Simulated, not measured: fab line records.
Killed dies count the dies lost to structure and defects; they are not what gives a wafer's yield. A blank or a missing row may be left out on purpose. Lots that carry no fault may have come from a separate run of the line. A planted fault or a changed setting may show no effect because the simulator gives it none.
What tool caused it?    flow sky130    Sampling: 12 lots, 35 wafers, 5 of 708 route steps

WHAT EACH GAUGE READ, for each wafer
SKY_VIA4_THK_MEAS_20: measures by xrf.
lot   measured      on             VIA4_W_THK (nm)
L405  day 42 13:25  film_metro-03  512 507 514
L411  day 44 22:53  film_metro-03  524 522
L412  day 45 00:57  film_metro-02  516 521 518
L413  day 45 04:14  film_metro-02  527 522 528
L414  day 45 10:23  film_metro-02  523 515 517
L417  day 46 04:47  film_metro-03  518 523 521
L420  day 47 10:19  film_metro-04  510 507 515
L422  day 47 17:54  film_metro-03  520 517 515
L423  day 47 19:14  film_metro-03  504 507 518
L425  day 47 21:41  film_metro-04  519 522 521
L428  day 49 04:49  film_metro-03  525 524 516
L427  day 50 00:28  film_metro-04  505 505 505

SKY_METAL5_THK_MEAS_06: measures by xrf.
lot   measured      on             METAL5_ALCU_THK (nm)
L405  day 42 14:04  film_metro-04  1147 1161 1159
L411  day 44 23:38  film_metro-04  1156 1161
L412  day 45 01:46  film_metro-03  1161 1170 1173
L413  day 45 04:53  film_metro-04  1160 1159 1163
L414  day 45 11:02  film_metro-01  1175 1153 1156
L417  day 46 14:17  film_metro-03  1169 1178 1179
L420  day 47 10:57  film_metro-04  1159 1162 1164
L422  day 47 18:33  film_metro-01  1173 1161 1162
L423  day 47 19:55  film_metro-04  1159 1152 1155
L425  day 47 22:20  film_metro-04  1156 1163 1173
L428  day 49 05:44  film_metro-03  1168 1163 1172
L427  day 50 01:07  film_metro-03  1143 1133 1143

SKY_PASSIVATION_THK_MEAS_03.
lot   measured      on             PASSIVATION_CVD_02_THK (nm)
L405  day 43 13:51  film_metro-01  534 525 541
L411  day 45 22:22  film_metro-01  574 575
L412  day 45 23:22  film_metro-01  538 546 544
L413  day 46 02:00  film_metro-02  557 566 566
L414  day 46 09:04  film_metro-01  532 533 535
L417  day 47 06:31  film_metro-02  527 534 538
L420  day 48 06:38  film_metro-04  538 548 554
L422  day 48 14:34  film_metro-01  543 534 541
L423  day 48 15:41  film_metro-04  540 541 544
L425  day 48 17:50  film_metro-01  537 534 540
L428  day 49 23:42  film_metro-02  534 541 533
L427  day 50 17:48  film_metro-01  537 533 547

WHAT TOOL EACH LOT RAN ON (gives the tool, then ch and the chambers of the sampled wafers, and finally the start)
lot   SKY_CAP2M_STRIP_14                    SKY_PASSIVATION_CVD_02
L405  plasma_asher-02 ch 0,1, day 40 10:23  pecvd-04 ch 0,1,2, day 43 13:37
L411  plasma_asher-01 ch 0,1, day 42 22:31  pecvd-04 ch 0,1, day 45 22:14
L412  plasma_asher-02 ch 0,1, day 42 23:59  pecvd-01 ch 0,1,2, day 45 23:07
L413  plasma_asher-02 ch 0,1, day 43 03:25  pecvd-04 ch 1,2, day 46 01:46
L414  plasma_asher-01 ch 1, day 43 11:02    pecvd-01 ch 0,1,2, day 46 08:50
L417  plasma_asher-04 ch 0,1, day 44 06:44  pecvd-01 ch 0,1, day 47 06:11
L420  plasma_asher-01 ch 0,1, day 45 10:59  pecvd-02 ch 0,2, day 48 06:17
L422  plasma_asher-01 ch 0,1, day 45 20:56  pecvd-04 ch 0,1,2, day 48 14:20
L423  plasma_asher-01 ch 0,1, day 45 23:41  pecvd-04 ch 0,1, day 48 15:27
L425  plasma_asher-01 ch 0,1, day 46 06:20  pecvd-01 ch 0,1,2, day 48 17:37
L428  plasma_asher-02 ch 0,1, day 47 12:05  pecvd-02 ch 1,2, day 49 23:22
L427  plasma_asher-04 ch 0,1, day 48 09:20  pecvd-04 ch 1,2, day 50 17:28
- SKY_CAP2M_STRIP_14: strips in O2/N2.
- SKY_PASSIVATION_CVD_02: deposits Si3N4, target thk 540 nm.

AS READ BY THE TOOLS THEMSELVES (means over the sampled wafers that have a number; for cases with no such wafer, the mark the record gives instead)
SKY_CAP2M_STRIP_14.
lot   tool             drypump_motor_current_A (A)  oes_product_au (a.u.)  strip_time_to_endpoint_s (s)
L405  plasma_asher-02  6.2                          0.712                  12.68
L411  plasma_asher-01  5.9                          0.710                  12.52
L412  plasma_asher-02  6.2                          0.710                  12.70
L413  plasma_asher-02  6.2                          0.707                  12.59
L414  plasma_asher-01  5.6                          0.708                  12.63
L417  plasma_asher-04  5.2                          0.705                  12.55
L420  plasma_asher-01  6.1                          0.714                  12.58
L422  plasma_asher-01  6.1                          0.712                  12.65
L423  plasma_asher-01  5.8                          0.712                  12.66
L425  plasma_asher-01  5.8                          0.709                  12.64
L428  plasma_asher-02  6.2                          0.700                  12.61
L427  plasma_asher-04  5.3                          0.710                  12.57

SKY_PASSIVATION_CVD_02.
lot   tool      heater_power_w (W)  rf_fwd_power_W (W)
L405  pecvd-04  724                 449.5
L411  pecvd-04  622                 521.4
L412  pecvd-01  659                 448.9
L413  pecvd-04  695                 520.9
L414  pecvd-01  690                 448.8
L417  pecvd-01  604                 450.2
L420  pecvd-02  881                 449.2
L422  pecvd-04  714                 449.7
L423  pecvd-04  629                 449.6
L425  pecvd-01  666                 448.1
L428  pecvd-02  843                 449.3
L427  pecvd-04  721                 449.5

THE ANSWER, worked out from the rows above alone
Rule: the lots themselves supply what counts as usual. The widest of any qualifying gaps counts: lots, ordered by their means at a reading, are off when they make up no more than a third of the lots, leave a main group of 4 or more, and stand apart from it by 3 or more times the standard deviation of that group's means. The tables above print the reading to a certain number of digits; a main group whose means all agree to those digits is not used. A lot without any number at a reading at which 4 lots or more have one is off too. Any other lot the step has rows for is counted as sound. After the gauges, taken in route order, come the tools' own readings; for these a lot's mean is taken, as printed above. At the first step where some lot is off, the reading lying furthest off is the one used; lots without a number count as furthest.
Off: L411, L413, at SKY_PASSIVATION_THK_MEAS_03 (PASSIVATION_CVD_02_THK). For the main group the mean is 538 nm and the standard deviation 4.3.
A tool fits if, at a process step before that reading, it ran every lot that is off, and no sound lot after the first of them. The gauges at SKY_PASSIVATION_THK_MEAS_03 aren't tried: what is off there is off at SKY_PASSIVATION_CVD_02 too, on other tools, and a gauge's error can't cause that. None of those tried fits.

WHAT THE SIMULATOR HAD INSERTED
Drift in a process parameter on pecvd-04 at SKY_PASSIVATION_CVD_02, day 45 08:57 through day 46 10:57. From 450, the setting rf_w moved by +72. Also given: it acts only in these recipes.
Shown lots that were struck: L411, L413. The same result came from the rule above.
